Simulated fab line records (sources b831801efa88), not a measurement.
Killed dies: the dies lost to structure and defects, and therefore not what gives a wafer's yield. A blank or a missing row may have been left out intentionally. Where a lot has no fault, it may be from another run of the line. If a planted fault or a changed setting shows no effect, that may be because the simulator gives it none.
Which tool is to blame? | flow sky130 | Sampling: 14 lots, 41 wafers, 5 of 708 route steps

WHAT THE GAUGES SHOWED, per wafer
SKY_POLY_GATE_THK_MEAS_21. Usual: POLY_GATE_OXIDATION_THK gives 3.98 nm (standard deviation 0.074).
lot  | measured     | on            | POLY_GATE_OXIDATION_THK (nm) | flag
L986 | day 16 22:12 | film-metro-02 | 3.92 3.81 4.00               |
L988 | day 17 04:21 | film-metro-02 | 4.05 3.96 4.04               |
L989 | day 17 12:19 | film-metro-03 | 3.96 4.05 4.06               |
L990 | day 17 16:26 | film-metro-04 | 4.08 4.09 4.05               |
L991 | day 18 11:17 | film-metro-04 | 4.10 4.12 4.03               |
L992 | day 18 17:25 | film-metro-02 | 4.00 4.04 4.00               |
L994 | day 19 04:43 | film-metro-04 | 3.92 3.94 4.01               |
L995 | day 19 19:50 | film-metro-02 | 4.02 4.01 3.96               |
L997 | day 21 07:22 | film-metro-04 | 3.92 4.08 4.03               |
L998 | day 21 13:23 | film-metro-04 | 3.92 3.88 3.87               |
L999 | day 21 15:07 | film-metro-02 | 4.00 3.90 3.89               |
L100 | day 22 03:00 | film-metro-03 | 3.98 3.93 4.02               |
L103 | day 22 17:16 | film-metro-04 | 3.90 3.77                    |
L105 | day 23 13:25 | film-metro-02 | 4.04 4.01 3.95               |

SKY_LOCAL_INTERCONNECT_CD_MEAS_11 targets a cd of 170 nm. Usual: cd-nm reads 169.6 nm (standard deviation 1.4).
lot  | measured     | on        | cd-nm (nm)                          | flag
L986 | day 30 18:53 | cd-sem-01 | 170.3 169.9 170.8                   |
L988 | day 31 01:59 | cd-sem-01 | 170.8 171.1 169.6                   |
L989 | day 31 06:11 | cd-sem-01 | 167.7 170.2 168.0                   |
L990 | day 31 10:09 | cd-sem-01 | 172.1 172.0 170.9                   |
L991 | day 32 04:13 | cd-sem-01 | 169.7 169.6 169.7                   |
L992 | day 32 08:48 | cd-sem-01 | 168.6 169.4 168.1                   |
L994 | day 32 21:24 | cd-sem-01 | 168.3 168.8 167.3                   |
L995 | day 33 10:46 | cd-sem-01 | 170.3 169.6 170.3                   |
L997 | day 34 16:31 | cd-sem-01 | 169.2 170.0 170.7                   |
L998 | day 34 20:08 | cd-sem-01 | 170.8 169.4 171.4                   |
L999 | day 34 23:05 | cd-sem-01 | 170.0 170.2 171.6                   |
L100 | day 35 08:16 | cd-sem-01 | 171.7 170.1 142.8 171.2 169.9 142.7 | OFF
L103 | day 35 22:34 | cd-sem-01 | 169.7 141.5 169.7 141.7             | OFF
L105 | day 36 12:17 | cd-sem-01 | 168.0 169.8 168.8                   |

SKY_VIA1_THK_MEAS_01. Usual: VIA1_HDPCVD_THK gives 1033 nm (standard deviation 11).
lot  | measured     | on            | VIA1_HDPCVD_THK (nm) | flag
L986 | day 33 06:04 | film-metro-03 | 1011 1041 1013       |
L988 | day 33 11:25 | film-metro-03 | 1012 1028 1022       |
L989 | day 33 16:29 | film-metro-02 | 1033 1024 1045       |
L990 | day 33 20:38 | film-metro-04 | 1031 1026 1038       |
L991 | day 34 14:25 | film-metro-04 | 1045 1048 1033       |
L992 | day 34 18:19 | film-metro-02 | 1052 1042 1042       |
L994 | day 35 06:47 | film-metro-02 | 1032 1029 1030       |
L995 | day 35 19:01 | film-metro-03 | 1030 1048 1041       |
L997 | day 37 00:32 | film-metro-04 | 1040 1027 1026       |
L998 | day 37 04:56 | film-metro-04 | 1030 1035 1022       |
L999 | day 37 07:13 | film-metro-04 | 1046 1030 1046       |
L100 | day 37 16:44 | film-metro-03 | 1048 1034 1040       |
L103 | day 38 06:59 | film-metro-04 | 1039 1035            |
L105 | day 38 20:10 | film-metro-03 | 1019 1043 1016       |

EACH LOT AND THE TOOL THAT RAN IT (in order: tool; ch and the chambers of the sampled wafers; start)
lot  | SKY_POLY_CUT_STRIP_12                | SKY_LOCAL_INTERCONNECT_EXPOSE_08
L986 | plasma-asher-02 ch 0,1, day 24 16:08 | krf-scanner-01 ch 0, day 30 05:35
L988 | plasma-asher-01 ch 0,1, day 24 22:28 | krf-scanner-01 ch 0, day 30 12:41
L989 | plasma-asher-01 ch 0,1, day 25 06:06 | krf-scanner-01 ch 0, day 30 17:19
L990 | plasma-asher-02 ch 0,1, day 25 09:21 | krf-scanner-01 ch 0, day 30 20:19
L991 | plasma-asher-03 ch 0,1, day 26 05:22 | krf-scanner-02 ch 0, day 31 15:34
L992 | plasma-asher-03 ch 0,1, day 26 10:42 | krf-scanner-02 ch 0, day 31 19:49
L994 | plasma-asher-02 ch 0,1, day 26 22:50 | krf-scanner-02 ch 0, day 32 07:33
L995 | plasma-asher-01 ch 0,1, day 27 14:40 | krf-scanner-01 ch 0, day 32 21:45
L997 | plasma-asher-03 ch 0,1, day 28 21:41 | krf-scanner-01 ch 0, day 34 03:43
L998 | plasma-asher-01 ch 0,1, day 29 02:27 | krf-scanner-01 ch 0, day 34 07:40
L999 | plasma-asher-01 ch 1, day 29 04:36   | krf-scanner-02 ch 0, day 34 09:47
L100 | plasma-asher-03 ch 0,1, day 29 14:36 | krf-scanner-01 ch 0, day 34 19:10
L103 | plasma-asher-03 ch 1, day 30 05:23   | krf-scanner-01 ch 0, day 35 10:10
L105 | plasma-asher-03 ch 0,1, day 30 20:06 | krf-scanner-02 ch 0, day 35 22:46
- SKY_POLY_CUT_STRIP_12: strips in O2/N2.
- SKY_LOCAL_INTERCONNECT_EXPOSE_08: exposes mask LI1M, target cd 170 nm.

WHAT THE TOOLS THEMSELVES READ (means of the sampled wafers that have a number; where no wafer has one, the mark that the record gives instead)
SKY_POLY_CUT_STRIP_12. Usual: drypump-motor-current-A 5.46 A, standard deviation 0.27; o2-flow-sccm 3000 sccm, standard deviation 8.9; oes-product-au 0.453 a.u., standard deviation 0.0044; strip-time-to-endpoint-s 5.362 s, standard deviation 0.017.
lot  | tool            | drypump-motor-current-A (A) | o2-flow-sccm (sccm) | oes-product-au (a.u.) | strip-time-to-endpoint-s (s) | flag
L986 | plasma-asher-02 | 5.83                        | 3000                | 0.460                 | 5.371                        |
L988 | plasma-asher-01 | 5.66                        | 2996                | 0.452                 | 5.370                        |
L989 | plasma-asher-01 | 5.66                        | 3002                | 0.454                 | 5.374                        |
L990 | plasma-asher-02 | 5.84                        | 3006                | 0.454                 | 5.357                        |
L991 | plasma-asher-03 | 5.33                        | 2999                | 0.451                 | 5.354                        |
L992 | plasma-asher-03 | 5.36                        | 3000                | 0.455                 | 5.342                        |
L994 | plasma-asher-02 | 5.84                        | 2998                | 0.451                 | 5.364                        |
L995 | plasma-asher-01 | 5.67                        | 3006                | 0.449                 | 5.356                        |
L997 | plasma-asher-03 | 5.27                        | 3002                | 0.452                 | 5.374                        |
L998 | plasma-asher-01 | 5.67                        | 3005                | 0.453                 | 5.367                        |
L999 | plasma-asher-01 | 5.82                        | 3001                | 0.451                 | 5.347                        |
L100 | plasma-asher-03 | 5.32                        | 3005                | 0.451                 | 5.355                        |
L103 | plasma-asher-03 | 5.21                        | 3019                | 0.452                 | 5.345                        |
L105 | plasma-asher-03 | 5.25                        | 3007                | 0.451                 | 5.377                        |

SKY_LOCAL_INTERCONNECT_EXPOSE_08. Usual: exposure-dose-mJ-cm2 reads 27.98 (standard deviation 0.033).
lot  | tool           | exposure-dose-mJ-cm2 | flag
L986 | krf-scanner-01 | 27.97                |
L988 | krf-scanner-01 | 28.00                |
L989 | krf-scanner-01 | 28.01                |
L990 | krf-scanner-01 | 27.99                |
L991 | krf-scanner-02 | 27.97                |
L992 | krf-scanner-02 | 27.98                |
L994 | krf-scanner-02 | 27.96                |
L995 | krf-scanner-01 | 28.01                |
L997 | krf-scanner-01 | 28.00                |
L998 | krf-scanner-01 | 28.02                |
L999 | krf-scanner-02 | 27.96                |
L100 | krf-scanner-01 | 28.02                |
L103 | krf-scanner-01 | 28.01                |
L105 | krf-scanner-02 | 27.99                |

THE ANSWER, worked out from the rows above alone
Rule: lot off if the mean of its wafers having a number is beyond 3 standard deviations from the usual mean. A lot without any number at a reading at which 4 lots or more have one is off too. The other lots that the step has rows for count as sound. After the gauges, taken in route order, come the tools' own readings; for these a lot's mean is taken, as printed above. The first step at which some lot is off is used, and at that step the reading that is off furthest; a lot without a number counts as furthest.
Off: L100, L103, at SKY_LOCAL_INTERCONNECT_CD_MEAS_11 (cd-nm).
A tool fits if, at a process step before that reading, it ran every lot that is off, and no sound lot after the first of them. The gauges at SKY_LOCAL_INTERCONNECT_CD_MEAS_11 are tried like those tools. One fits: krf-scanner-01 at SKY_LOCAL_INTERCONNECT_EXPOSE_08. Its last sound lot is L998 (day 34 07:40), its first lot that is off L100 (day 34 19:10): a fault that began between those two fits.

WHAT HAD BEEN PUT IN BY THE SIMULATOR
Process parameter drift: krf-scanner-01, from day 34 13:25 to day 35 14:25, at SKY_LOCAL_INTERCONNECT_EXPOSE_08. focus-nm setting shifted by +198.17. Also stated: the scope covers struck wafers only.
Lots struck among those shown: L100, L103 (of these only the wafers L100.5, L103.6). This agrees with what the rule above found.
